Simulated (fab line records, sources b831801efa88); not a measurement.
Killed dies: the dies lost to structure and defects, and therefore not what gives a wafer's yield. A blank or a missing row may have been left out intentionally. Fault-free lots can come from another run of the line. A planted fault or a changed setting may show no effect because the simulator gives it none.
Code-filled problem report in 8D (eight disciplines) form | flow sky130 | the parts of the form that need people (team, actions taken, sign-off) are left out

== 1. WHAT IS WRONG ==
Wafers without a fault read 300.4 nm, standard deviation 1.4; cd-nm at SKY_METAL3_CD_MEAS_13 reads a mean of 243.6 nm on 2 wafers belonging to 2 lots. That is -41 standard deviations from the usual mean.
The step: target cd 300 nm.
First seen on wafer L922.6, day 43 07:50, on cd-sem-01. At this step, 42 wafers from 14 lots have a number in the record. By rule, "out" or "out of limits" means more than 4 standard deviations away from the usual mean. Any other wafer with a number is counted as sound.

== 2. WHAT IT IS, AND WHAT IT ISN'T ==
question                    | is                   | is not
which readings at this step | cd-nm                | -
which lots                  | L922, L923           | L905, L906, L907, L908, L909, L910, L913, L914, L916, L917, L919, L925
which wafers of those lots  | L922.6, L923.2       | L922.3, L922.4, L923.4, L923.5
read on which gauges        | cd-sem-01, cd-sem-02 | -
when                        | from day 43 07:50    | up to then (35 sound wafers); but 5 sound wafers of L923, L925 came after

== 3. SUSPECTS, AND WHAT RULES EACH OUT ==
Counting: a tool at a process step up to the reading stays a suspect if it ran every lot that is out. Sound lots after the first of them don't rule it out here, since some wafers of a struck lot are sound.
- the gauge at SKY_METAL3_CD_MEAS_13 is ruled out. The wafers that are out were read on 2 gauges (cd-sem-01, cd-sem-02).
- krf-scanner-01 at SKY_METAL3_EXPOSE_10 (exposes mask MM3, target cd 300 nm): kept. Ran every lot that is out, first one L922 (day 42 20:57); last sound lot up to then L919 (day 41 23:10).
The count leaves krf-scanner-01 at SKY_METAL3_EXPOSE_10.

== 4. THE CAUSE (what the simulator had put in) ==
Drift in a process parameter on krf-scanner-01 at SKY_METAL3_EXPOSE_10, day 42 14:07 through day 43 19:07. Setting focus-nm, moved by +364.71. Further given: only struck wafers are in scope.
The count eliminated every tool but this one.

== 5. THE EFFECT CHAIN, in route order ==
Each row: a reading where the mean over the struck wafers with a number is more than 3 standard deviations away from the usual. Readings are gone through only where the record gives a usual standard deviation; hours: the median, over the lots, of the time from a lot's start at the first step in this table giving one to that lot's start at this step; sigmas: the change measured in usual standard deviations.
hours | step                  | reading | usual    | on struck wafers | change | sigmas
0     | SKY_METAL3_CD_MEAS_13 | cd-nm   | 300.4 nm | 243.6            | -56.8  | -41

== 6. HOW IT WOULD HAVE BEEN CAUGHT EARLIER ==
18 hours passed between the start of the fault at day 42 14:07 and the first reading out of limits at a measuring or inspecting step in this record, taken at day 43 07:50.
By day 43 07:50 the whole set of lots that are out, 2 in number, had already begun SKY_METAL3_EXPOSE_10 on krf-scanner-01. Had the tool been put on hold then, not one of them would have been saved.
